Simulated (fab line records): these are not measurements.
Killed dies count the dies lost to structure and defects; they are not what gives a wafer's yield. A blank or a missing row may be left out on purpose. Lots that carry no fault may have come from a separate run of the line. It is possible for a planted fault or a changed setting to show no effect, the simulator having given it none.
fab line records | flow sky130
[record] lots = 6 | wafers = 18 | last_day = 50
route steps=708 shown METAL2@506 VIA2@507 PAD_OPEN@708
lots with no fault: from the same line, run without faults
start_h: hours from the record's opening day to when the first of the lot's shown wafers began | wait_h: hours elapsed since this lot's preceding step | " unchanged from the row above | L1.1+2: a single row standing in for several wafers | - no value present, or no start provided | * or withheld: withheld | < > ~ a bound
route shown NAME@n: names a module that has steps shown in the file, with the first one's number in the route | usual: the fault-free wafers' mean and standard deviation | same: alike in all rows | chamber/n: place in a boat | sites: each site's reading | _std_site: standard deviation across them | _edge_site: outer sites' mean less inner sites' | radius_mm: how far each site lies from the wafer's centre | mask NAME#n: copy n | behind: tool/chamber where the wafer was last shaped | hold: reason for holding the lot/hours on hold/outcome of the hold | device: the n, p or np transistor that did not switch | end of line: tests of these same wafers at the route's end | a step without rows: its recipe alone | killed: not the wafer's yield, but the dies lost to structure and defects at the first sort | map: a wafer's dies, marking killed ones x, the rest . and places with no die _
set.NAME: the run value of the setting; set.NAME@STEP: its run value at that earlier step | model.NAME: the simulator's own value behind a step, which no gauge read
lots at selected steps of the route; one table per step, one row per wafer
services: from which hour (start_h, from the record's first day; less than 0 if before it) a tool's chamber was out of use, for how many hours, and why
[[steps]]
[step SKY_METAL2_CLEAN_23]
[recipe] chemistry = O3/DIW | dry = n2_spin
[step SKY_VIA2_HDPCVD_00]
[recipe] material = SiO2 | target_thk_nm = 1180 | sigma_open_frac = 0.3 | time_s = 196.7 | temp_c = 400 | sih4_flow_sccm = 60 | pressure_mtorr = 6
[step SKY_VIA2_THK_MEAS_01]
[recipe] reads = SiO2_of_VIA2_HDPCVD_00
[usual] VIA2_HDPCVD_THK = 1173/16
lot.wafer | tool          | chamber | start_h | wait_h | VIA2_HDPCVD_THK[nm]
L191.1    | film_metro-02 | -       | 882.90  | 0.1    | 1162
L191.2    | "             | -       | "       | "      | 1187
L191.4    | "             | -       | "       | "      | 1168
L192.2    | film_metro-02 | -       | 884.74  | 0.1    | 1163
L192.4    | "             | -       | "       | "      | 1166
L192.6    | "             | -       | "       | "      | 1188
L199.1    | film_metro-01 | -       | 939.93  | 0.1    | 1175
L199.2    | "             | -       | "       | "      | 1157
L199.3    | "             | -       | "       | "      | 1155
L202.3    | film_metro-02 | -       | 960.86  | 0.1    | 1166
L202.4    | "             | -       | "       | "      | 1165
L202.5    | "             | -       | "       | "      | 1177
L206.1    | film_metro-01 | -       | 982.74  | 0.1    | 1186
L206.5    | "             | -       | "       | "      | 1209
L206.6    | "             | -       | "       | "      | 1192
L207.1    | film_metro-03 | -       | 990.30  | 0.1    | 1189
L207.3    | "             | -       | "       | "      | 1194
L207.5    | "             | -       | "       | "      | 1191
[step SKY_VIA2_CMP_02]
[recipe] material = SiO2 | down_force_psi = 4 | platen_rpm = 60 | pad_velocity_m_s = 0.94248
[usual] motor_current_A = 12.0/1.3 | slurry_filter_dp_kPa = 13.47/0.15
lot.wafer | tool   | chamber | start_h | wait_h | motor_current_A | slurry_filter_dp_kPa
L191.1    | cmp-02 | 2       | 882.96  | 0.1    | 14.1            | 13.38
L191.4    | "      | 0       | "       | "      | 10.6            | 13.48
L191.2    | "      | 1       | "       | "      | 12.7            | 13.41
L192.4    | cmp-01 | 3       | 884.84  | 0.1    | 12.9            | 13.56
L192.2    | "      | 0       | "       | "      | 11.6            | 13.41
L192.6    | "      | 2       | "       | "      | 11.5            | 13.47
L199.2    | cmp-02 | 0       | 940.04  | 0.1    | 11.1            | 13.49
L199.3    | "      | 1       | "       | "      | 13.4            | 13.35
L199.1    | "      | 2       | "       | "      | 13.4            | 13.36
L202.4    | cmp-02 | 2       | 960.90  | 0.0    | 13.7            | 13.61
L202.3    | "      | 0       | "       | "      | 11.6            | 13.32
L202.5    | "      | 2       | "       | "      | 13.5            | 13.44
L206.1    | cmp-02 | 1       | 982.90  | 0.1    | 12.9            | 13.66
L206.5    | "      | 3       | "       | "      | 9.6             | 13.46
L206.6    | "      | 0       | "       | "      | 11.4            | 13.33
L207.1    | cmp-01 | 0       | 990.36  | 0.1    | 11.2            | 13.38
L207.3    | "      | 3       | "       | "      | 12.9            | 13.41
L207.5    | "      | 1       | "       | "      | 12.5            | 13.81
[step SKY_VIA2_BOW_MEAS_03]
[recipe] mode = bow
[usual] VIA2_BOW = 87/7
lot.wafer | tool          | chamber | start_h | wait_h | VIA2_BOW[um]
L191.1    | film_metro-03 | -       | 883.26  | 0.2    | 79
L191.2    | "             | -       | "       | "      | 83
L191.4    | "             | -       | "       | "      | 88
L192.2    | film_metro-03 | -       | 885.11  | 0.2    | 88
L192.4    | "             | -       | "       | "      | 86
L192.6    | "             | -       | "       | "      | 106
L199.1    | film_metro-02 | -       | 940.29  | 0.1    | 75
L199.2    | "             | -       | "       | "      | 82
L199.3    | "             | -       | "       | "      | 89
L202.3    | film_metro-02 | -       | 961.24  | 0.2    | 97
L202.4    | "             | -       | "       | "      | 85
L202.5    | "             | -       | "       | "      | 91
L206.1    | film_metro-02 | -       | 983.10  | 0.1    | 80
L206.5    | "             | -       | "       | "      | 79
L206.6    | "             | -       | "       | "      | 79
L207.1    | film_metro-02 | -       | 990.66  | 0.2    | 97
L207.3    | "             | -       | "       | "      | 84
L207.5    | "             | -       | "       | "      | 91
[step SKY_VIA2_DEHYDRATE_04]
[recipe] temp_c = 200 | time_s = 60
[step SKY_VIA2_HMDS_05]
[recipe] prime_time_s = 60 | prime_temp_c = 120
[step SKY_VIA2_COAT_06]
[recipe] resist = BARC | temp_c = withheld | time_s = withheld | spin_rpm = 3000 | resist_thk_nm = 60
[step SKY_VIA2_COAT_07]
[recipe] resist = KrF-thick | spin_rpm = 3000 | resist_thk_nm = 450
[step SKY_VIA2_SOFTBAKE_08]
[recipe] temp_c = 100 | time_s = 90 | resist = KrF-thick
[step SKY_VIA2_EXPOSE_09]
[recipe] mask_id = VIM2 | na = 0.8 | source_shape = annular | sigma_inner = 0.55 | sigma_outer = 0.85 | target_cd_nm = 200 | dose_mj = 38
[step SKY_VIA2_PEB_10]
[recipe] peb_temp_c = withheld | peb_time_s = withheld | resist = KrF-thick
[step SKY_VIA2_DEVELOP_11]
[recipe] develop_time_s = 60 | resist = KrF-thick | dev_temp_c = 21
[usual] developer_temp_C = 20.99/0.095 | exhaust_pa = 45.0/0.94 | resist_line_temp_C = 23.00/0.11
lot.wafer | tool           | chamber | start_h | wait_h | developer_temp_C | exhaust_pa | resist_line_temp_C
L191.1    | litho_track-02 | 0       | 909     | -      | 20.31            | 44.9       | 23.13
L191.2    | "              | 0       | "       | "      | 20.33            | 44.7       | 23.11
L191.4    | "              | 0       | "       | "      | 20.38            | 46.1       | 23.08
L192.2    | litho_track-02 | 0       | 910     | -      | 20.43            | 46.5       | 23.06
L192.4    | "              | 0       | "       | "      | 20.57            | 45.6       | 23.01
L192.6    | "              | 0       | 911     | -      | 20.31            | 44.8       | 22.99
L199.1    | litho_track-03 | 0       | 963     | -      | 20.88            | 45.1       | 22.95
L199.2    | "              | 0       | "       | "      | 20.94            | 43.8       | 22.90
L199.3    | "              | 0       | "       | "      | 20.99            | 45.0       | 22.90
L202.3    | litho_track-03 | 0       | 985     | -      | 20.95            | 46.0       | 23.04
L202.4    | "              | 0       | "       | "      | 21.07            | 47.0       | 22.98
L202.5    | "              | 0       | "       | "      | 20.96            | 45.7       | 23.03
L206.1    | litho_track-04 | 0       | 1005    | -      | 20.99            | 43.5       | 22.70
L206.5    | "              | 0       | "       | "      | 21.03            | 45.1       | 22.88
L206.6    | "              | 0       | "       | "      | 20.87            | 44.7       | 22.80
L207.1    | litho_track-02 | 0       | 1014    | -      | 21.03            | 43.5       | 22.86
L207.3    | "              | 0       | "       | "      | 21.00            | 45.5       | 22.95
L207.5    | "              | 0       | "       | "      | 21.00            | 44.4       | 22.97
[step SKY_VIA2_CD_MEAS_12]
[recipe] target_cd_nm = 200
[usual] cd_nm = 200.0/1.5
lot.wafer | tool      | chamber | start_h | wait_h | cd_nm
L191.1    | cd_sem-02 | -       | 909.27  | -      | 197.8
L191.2    | "         | -       | "       | "      | 197.6
L191.4    | "         | -       | "       | "      | 198.3
L192.2    | cd_sem-02 | -       | 911.09  | -      | 199.4
L192.4    | "         | -       | "       | "      | 199.0
L192.6    | "         | -       | "       | "      | 201.1
L199.1    | cd_sem-01 | -       | 964.06  | -      | 201.3
L199.2    | "         | -       | "       | "      | 202.1
L199.3    | "         | -       | "       | "      | 202.1
L202.3    | cd_sem-02 | -       | 985.40  | -      | 198.6
L202.4    | "         | -       | "       | "      | 198.7
L202.5    | "         | -       | "       | "      | 198.8
L206.1    | cd_sem-01 | -       | 1005.35 | -      | 199.9
L206.5    | "         | -       | "       | "      | 199.6
L206.6    | "         | -       | "       | "      | 199.2
L207.1    | cd_sem-02 | -       | 1014.37 | -      | 200.9
L207.3    | "         | -       | "       | "      | 201.5
L207.5    | "         | -       | "       | "      | 201.7
[step SKY_PAD_OPEN_PROBE_99]
[usual] defect_limited_yield = 82.7/1.7 | killed_at_M0_to_M3 = 41/6.2 | killed_at_M4_up = 3.0/1.7 | killed_at_contacts = 25/5.8 | killed_at_front_end = 16/4.5 | killed_at_other = 0.2/0.42 | killed_dies = 85/8.4 | killed_open = 46/5.9 | killed_short = 39/6.3 | sort_bin_3_pad_short = 0.9/0.4 | sort_bin_5_function = 10.2/1.3 | sort_bin_6_memory = 6.2/1 | sort_n_pass = 407/8.4 | sort_yield_pct = 82.7/1.7
[same] gross_dies = 492 | killed_at_back_side = 0 | sort_bin_4_leakage[%] = 0 | sort_bin_8_speed[%] = 0
lot.wafer | tool      | chamber | start_h | wait_h | defect_limited_yield[%] | killed_at_M0_to_M3 | killed_at_M4_up | killed_at_contacts | killed_at_front_end | killed_at_other | killed_dies | killed_open | killed_short | sort_bin_3_pad_short[%] | sort_bin_5_function[%] | sort_bin_6_memory[%] | sort_n_pass | sort_yield_pct[%]
L191.1    | prober-01 | -       | 1126.39 | 0.1    | 80.3                    | 42                 | 3               | 36                 | 16                  | 0               | 97          | 59          | 35           | 1.0                     | 11.8                   | 6.9                  | 395         | 80.3
L191.2    | prober-01 | -       | 1126.44 | 0.1    | 84.6                    | 43                 | 1               | 23                 | 9                   | 0               | 76          | 33          | 43           | 1.2                     | 7.5                    | 6.7                  | 416         | 84.6
L191.4    | prober-01 | -       | 1126.54 | 0.2    | 83.5                    | 41                 | 3               | 24                 | 13                  | 0               | 81          | 42          | 37           | 0.8                     | 9.1                    | 6.5                  | 411         | 83.5
L192.2    | prober-02 | -       | 1127.92 | 0.1    | 86.0                    | 36                 | 3               | 16                 | 14                  | 0               | 69          | 37          | 32           | 1.2                     | 7.5                    | 5.3                  | 423         | 86.0
L192.4    | prober-02 | -       | 1128.02 | 0.2    | 83.7                    | 35                 | 5               | 25                 | 15                  | 0               | 80          | 52          | 28           | 1.2                     | 8.1                    | 6.9                  | 412         | 83.7
L192.6    | prober-02 | -       | 1128.12 | 0.2    | 85.4                    | 28                 | 2               | 23                 | 18                  | 1               | 72          | 37          | 35           | 0.4                     | 9.1                    | 5.1                  | 420         | 85.4
L199.1    | prober-01 | -       | 1165.92 | 0.1    | 83.1                    | 44                 | 5               | 24                 | 10                  | 0               | 83          | 49          | 34           | 1.0                     | 9.6                    | 6.3                  | 409         | 83.1
L199.2    | prober-01 | -       | 1165.97 | 0.1    | 84.1                    | 36                 | 4               | 22                 | 16                  | 0               | 78          | 42          | 36           | 0.8                     | 9.1                    | 5.9                  | 414         | 84.1
L199.3    | prober-01 | -       | 1166.02 | 0.2    | 81.3                    | 52                 | 1               | 24                 | 15                  | 0               | 92          | 46          | 46           | 0.8                     | 11.2                   | 6.7                  | 400         | 81.3
L202.3    | prober-02 | -       | 1181.71 | 0.2    | 84.8                    | 34                 | 3               | 21                 | 16                  | 1               | 75          | 44          | 31           | 0.6                     | 11.0                   | 3.7                  | 417         | 84.8
L202.4    | prober-02 | -       | 1181.76 | 0.2    | 86.0                    | 30                 | 2               | 22                 | 15                  | 0               | 69          | 39          | 30           | 0.4                     | 8.3                    | 5.3                  | 423         | 86.0
L202.5    | prober-02 | -       | 1181.81 | 0.2    | 85.4                    | 34                 | 2               | 22                 | 14                  | 0               | 72          | 46          | 26           | 0.4                     | 9.6                    | 4.7                  | 420         | 85.4
L206.1    | prober-02 | -       | 1197.34 | 0.1    | 81.3                    | 51                 | 1               | 29                 | 11                  | 0               | 92          | 41          | 51           | 1.0                     | 10.0                   | 7.7                  | 400         | 81.3
L206.5    | prober-02 | -       | 1197.54 | 0.2    | 82.5                    | 39                 | 3               | 23                 | 21                  | 0               | 86          | 43          | 42           | 0.4                     | 11.4                   | 5.7                  | 406         | 82.5
L206.6    | prober-02 | -       | 1197.59 | 0.2    | 80.9                    | 46                 | 2               | 29                 | 16                  | 1               | 94          | 50          | 42           | 1.4                     | 11.0                   | 6.7                  | 398         | 80.9
L207.1    | prober-01 | -       | 1202.81 | 0.1    | 85.2                    | 35                 | 0               | 30                 | 8                   | 0               | 73          | 44          | 29           | 0                       | 8.9                    | 5.9                  | 419         | 85.2
L207.3    | prober-01 | -       | 1202.91 | 0.2    | 80.3                    | 44                 | 1               | 34                 | 18                  | 0               | 97          | 48          | 48           | 0.6                     | 11.4                   | 7.7                  | 395         | 80.3
L207.5    | prober-01 | -       | 1203.01 | 0.2    | 81.5                    | 55                 | 1               | 22                 | 13                  | 0               | 91          | 43          | 48           | 1.8                     | 9.6                    | 7.1                  | 401         | 81.5
// killed by level:class
L191.1 CONTACT:geometric_particle:open=17 VIA1:geometric_particle:open=8 LI_CONTACT:geometric_particle:open=8 VIA2:geometric_particle:open=8 VIA1:geometric_particle:short=6 VIA3:geometric_particle:open=6 POLY_GATE:geometric_particle:open=5 CONTACT:geometric_particle:short=5
L191.2 METAL2:geometric_particle:short=11 METAL1:geometric_particle:short=8 VIA1:geometric_particle:open=7 LI_CONTACT:geometric_particle:open=5 CONTACT:geometric_particle:open=5 VIA3:geometric_particle:open=5 CONTACT:geometric_particle:short=4 VIA1:geometric_particle:short=4
L191.4 CONTACT:geometric_particle:open=9 VIA1:geometric_particle:open=9 LI_CONTACT:geometric_particle:open=8 METAL1:geometric_particle:short=8 METAL2:geometric_particle:short=7 POLY_GATE:geometric_particle:open=5 VIA2:geometric_particle:open=5 LI_CONTACT:geometric_particle:short=4
L192.2 VIA1:geometric_particle:open=11 FIELD_ISO:geometric_particle:short=5 FIELD_ISO:geometric_particle:open=4 CONTACT:geometric_particle:short=4 VIA2:geometric_particle:open=4 LI_CONTACT:geometric_particle:open=4 VIA3:geometric_particle:open=4 LOCAL_INTERCONNECT:geometric_particle:short=3
L192.4 VIA1:geometric_particle:open=9 CONTACT:geometric_particle:short=7 CONTACT:geometric_particle:open=7 VIA2:geometric_particle:open=7 FIELD_ISO:geometric_particle:open=6 LI_CONTACT:geometric_particle:open=5 VIA3:geometric_particle:open=5 POLY_GATE:geometric_particle:open=3
L192.6 CONTACT:geometric_particle:open=11 VIA2:geometric_particle:open=6 FIELD_ISO:geometric_particle:short=5 POLY_GATE:geometric_particle:short=5 METAL1:geometric_particle:short=5 FIELD_ISO:geometric_particle:open=4 LOCAL_INTERCONNECT:geometric_particle:short=4 METAL2:geometric_particle:short=4
L199.1 VIA1:geometric_particle:open=13 CONTACT:geometric_particle:open=8 CONTACT:geometric_particle:short=7 FIELD_ISO:geometric_particle:open=6 METAL3:geometric_particle:short=6 LI_CONTACT:geometric_particle:open=5 METAL1:geometric_particle:open=4 VIA2:geometric_particle:open=4
L199.2 VIA1:geometric_particle:open=10 METAL1:geometric_particle:short=9 LI_CONTACT:geometric_particle:open=8 VIA3:geometric_particle:open=6 FIELD_ISO:geometric_particle:open=5 CONTACT:geometric_particle:open=5 FIELD_ISO:geometric_particle:short=4 LI_CONTACT:geometric_particle:short=4
L199.3 VIA1:geometric_particle:open=14 CONTACT:geometric_particle:open=12 METAL1:geometric_particle:short=9 METAL2:geometric_particle:short=6 VIA2:geometric_particle:short=6 POLY_GATE:geometric_particle:short=5 CONTACT:geometric_particle:short=5 VIA1:geometric_particle:short=5
L202.3 CONTACT:geometric_particle:open=7 FIELD_ISO:geometric_particle:open=6 METAL1:geometric_particle:short=6 VIA1:geometric_particle:open=6 VIA3:geometric_particle:open=6 POLY_GATE:geometric_particle:open=5 LI_CONTACT:geometric_particle:open=4 LOCAL_INTERCONNECT:geometric_particle:short=4
L202.4 CONTACT:geometric_particle:open=10 VIA1:geometric_particle:open=7 FIELD_ISO:geometric_particle:open=5 LI_CONTACT:geometric_particle:open=4 VIA1:geometric_particle:short=4 VIA2:geometric_particle:open=4 METAL3:geometric_particle:short=4 VIA3:geometric_particle:open=4
L202.5 CONTACT:geometric_particle:open=11 VIA1:geometric_particle:open=11 VIA2:geometric_particle:open=7 FIELD_ISO:geometric_particle:short=4 LI_CONTACT:geometric_particle:open=4 POLY_GATE:geometric_particle:short=3 LOCAL_INTERCONNECT:geometric_particle:short=3 METAL2:geometric_particle:open=3
L206.1 CONTACT:geometric_particle:open=10 METAL2:geometric_particle:short=9 VIA3:geometric_particle:open=9 FIELD_ISO:geometric_particle:short=7 METAL1:geometric_particle:short=7 VIA1:geometric_particle:open=7 CONTACT:geometric_particle:short=6 LI_CONTACT:geometric_particle:open=5
L206.5 CONTACT:geometric_particle:open=8 METAL1:geometric_particle:short=7 VIA1:geometric_particle:open=7 FIELD_ISO:geometric_particle:short=6 FIELD_ISO:geometric_particle:open=5 LOCAL_INTERCONNECT:geometric_particle:short=5 POLY_GATE:geometric_particle:open=5 LI_CONTACT:geometric_particle:open=5
L206.6 CONTACT:geometric_particle:open=12 VIA1:geometric_particle:open=11 LI_CONTACT:geometric_particle:short=6 VIA2:geometric_particle:open=6 FIELD_ISO:geometric_particle:short=5 POLY_GATE:geometric_particle:open=5 LOCAL_INTERCONNECT:geometric_particle:short=5 VIA3:geometric_particle:open=5
L207.1 LI_CONTACT:geometric_particle:open=10 VIA1:geometric_particle:open=8 CONTACT:geometric_particle:open=7 VIA3:geometric_particle:open=7 CONTACT:geometric_particle:short=6 VIA2:geometric_particle:open=6 FIELD_ISO:geometric_particle:short=5 METAL1:geometric_particle:short=5
L207.3 CONTACT:geometric_particle:open=13 VIA1:geometric_particle:open=10 LOCAL_INTERCONNECT:geometric_particle:short=10 METAL1:geometric_particle:short=8 LI_CONTACT:geometric_particle:open=7 METAL2:geometric_particle:short=7 FIELD_ISO:geometric_particle:open=6 VIA1:geometric_particle:short=4
L207.5 VIA1:geometric_particle:open=14 LI_CONTACT:geometric_particle:short=7 VIA3:geometric_particle:open=7 METAL1:geometric_particle:short=7 METAL2:geometric_particle:short=7 VIA2:geometric_particle:open=7 POLY_GATE:geometric_particle:short=6 LOCAL_INTERCONNECT:geometric_particle:short=6
[[services]]
tool           | chamber | start_h | hours | kind
litho_track-04 | -       | 862.15  | -     | consumable_replace:filter
cmp-01         | -       | 866.99  | 4.4   | repair
cmp-01         | -       | 912.00  | 4.0   | pm
cmp-01         | -       | 916.00  | -     | consumable_replace:conditioner
cmp-01         | -       | 916.00  | -     | consumable_replace:pad
cmp-02         | -       | 924.56  | 2.2   | repair
cmp-01         | -       | 936.42  | 0.9   | repair
cmp-01         | -       | 997.92  | 0.6   | repair
cmp-02         | -       | 1013.08 | 3.8   | pm
[[key]]
[first_sign] step = SKY_VIA2_DEVELOP_11 | reading = developer_temp_C | direction = down | sigmas = 6.3 | usual = * | struck = *
effect none on later readings
met_at SKY_VIA2_DEVELOP_11
struck_wafers L191.1,L191.2,L191.4,L192.2,L192.4,L192.6
[fault] kind = process_parameter_drift | tool = litho_track-02 | chamber = - | onset_h = 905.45 | steps = SKY_VIA2_DEVELOP_11 | channel = dev_temp_c | offset = * | shape = step | end_h = 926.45 | acts_in = * | stated = *
